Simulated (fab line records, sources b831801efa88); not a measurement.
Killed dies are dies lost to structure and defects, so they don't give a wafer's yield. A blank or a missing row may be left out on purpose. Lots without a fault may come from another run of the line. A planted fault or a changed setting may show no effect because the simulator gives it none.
A struck lot beside a sound one | flow gf180mcu | 25 steps out of a route of 602
Sound: wafers L381.1, L381.2, L381.5. Struck: wafers L393.1, L393.6. (L393.4 of the same lot was not struck and is left out.) The cause comes at the end.
At each step with rows: each side's tool, then ch and its chambers, then its first start. Under that, the readings that differ: sound wafers | struck wafers | difference of the means | sigmas: that difference in standard deviations of wafers without a fault.
alike: readings whose means differ by less than 2 such deviations, and words and numbers that are the same on both sides. not compared: withheld readings, readings that some wafer has no value for, bounds like >300 that may hide the same value, and numbers for which the record gives no deviation and whose values overlap.
The two part at a step that has a row with sigmas, a row that says differs or no value, or rows on one side only. Numbers that don't overlap but have no deviation are shown without sigmas and don't part them. A reading that every wafer of one side lacks parts them only if that side has two wafers or more.

first, 6 steps without rows for these wafers: GF_TOP_METAL_HMDS_08 (prime time 60 s); GF_TOP_METAL_COAT_09 (resist thk 1500 nm); GF_TOP_METAL_SOFTBAKE_10 (time 60 s); GF_TOP_METAL_EXPOSE_11 (exposes mask MetalTop, target cd 440 nm); GF_TOP_METAL_PEB_12; GF_TOP_METAL_DEVELOP_13 (develop time 60 s).
GF_TOP_METAL_CD_MEAS_14: target cd 440 nm.
  sound on cd_sem-02, day 28 02:18; struck on cd_sem-02, day 31 20:43
  alike: cd_nm
GF_TOP_METAL_OVL_MEAS_15:
  sound on overlay-02, day 28 02:25; struck on overlay-01, day 31 20:50
  alike: TOP_METAL_OVL
GF_TOP_METAL_METAL_ETCH_16: etches the open film in Cl2/BCl3, stops on SiO2, target depth 1197 nm, time 199.5 s.
  sound on rie_metal-01 ch 0,1, day 28 02:28; struck on rie_metal-01 ch 0, day 31 20:52
  alike: drypump_motor_current_A, oes_product_au, throttle_valve_pct
  not compared: rf_hours_counter_h
GF_TOP_METAL_STRIP_17: strips in O2/N2.
  sound on plasma_asher-03 ch 0,1, day 28 02:39; struck on plasma_asher-01 ch 1, day 31 21:04
  alike: drypump_motor_current_A, heater_power_w, oes_product_au, strip_time_to_endpoint_s
  not compared: rf_hours_counter_h
then, 2 steps without rows for these wafers: GF_TOP_METAL_STRIP_18 (strips in post etch residue remover, time 1200 s); GF_TOP_METAL_CLEAN_19 (cleans in DIW).
GF_PASSIVATION_CVD_00: deposits SiO2 from TEOS, target thk 1000 nm, time 111.95 s.
  sound on pecvd-04 ch 1,2, day 28 03:11; struck on pecvd-04 ch 0, day 31 21:37
  reading                                      | sound             | struck      | difference | sigmas
  run_length_s (s)                             | 139.7 140.7 140.4 | 160.3 160.2 | +20.0      | +35
  model.SiO2_of_PASSIVATION_CVD_00.thk_nm (nm) | 988.5 994 1006    | 1156 1171   | +167       |
  alike: heater_power_w
GF_PASSIVATION_THK_MEAS_01:
  sound on film_metro-02, day 28 03:16; struck on film_metro-02, day 31 21:44
  reading                     | sound        | struck    | difference | sigmas
  PASSIVATION_CVD_00_THK (nm) | 989 994 1006 | 1156 1170 | +167       | +11
GF_PASSIVATION_CVD_02: deposits Si3N4, target thk 700 nm, time 486.18 s.
  sound on pecvd-03 ch 0,1,2, day 28 03:19; struck on pecvd-03 ch 0, day 31 21:48
  alike: heater_power_w, run_length_s
GF_PASSIVATION_THK_MEAS_03:
  sound on film_metro-02, day 28 03:37; struck on film_metro-02, day 31 22:05
  alike: PASSIVATION_CVD_02_THK
then, 7 steps without rows for these wafers: GF_PASSIVATION_DEHYDRATE_04 (time 60 s); GF_PASSIVATION_HMDS_05 (prime time 60 s); GF_PASSIVATION_COAT_06 (resist thk 4000 nm); GF_PASSIVATION_SOFTBAKE_07; GF_PASSIVATION_EXPOSE_08 (exposes mask Pad, target cd 40000 nm); GF_PASSIVATION_PEB_09; GF_PASSIVATION_DEVELOP_10 (develop time 60 s).
GF_PASSIVATION_ETCH_11: etches the open film in CF4/O2, stops on TiN, target depth 2040 nm, time 453.3 s.
  sound on rie_diel-03 ch 0,3, day 28 22:46; struck on rie_diel-04 ch 2,3, day 32 14:15
  reading               | sound             | struck      | difference | sigmas
  oes_product_au (a.u.) | 0.993 0.978 0.980 | 0.941 0.957 | -0.035     | -5
  alike: drypump_motor_current_A, throttle_valve_pct
  not compared: rf_hours_counter_h
GF_PASSIVATION_STRIP_12: strips in O2/N2.
  sound on plasma_asher-01 ch 0,1, day 28 23:02; struck on plasma_asher-04 ch 0,1, day 32 14:31
  alike: drypump_motor_current_A, heater_power_w, oes_product_au, strip_time_to_endpoint_s
  not compared: rf_hours_counter_h

WHERE THEY PART
First at GF_PASSIVATION_CVD_00; last, within this record, at GF_PASSIVATION_ETCH_11. Later steps at which nothing parts them and some readings are alike: GF_PASSIVATION_STRIP_12.

WHY: what the simulator had put in
Process parameter drift: pecvd-04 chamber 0, from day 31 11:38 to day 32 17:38, at GF_PASSIVATION_CVD_00. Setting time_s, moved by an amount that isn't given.
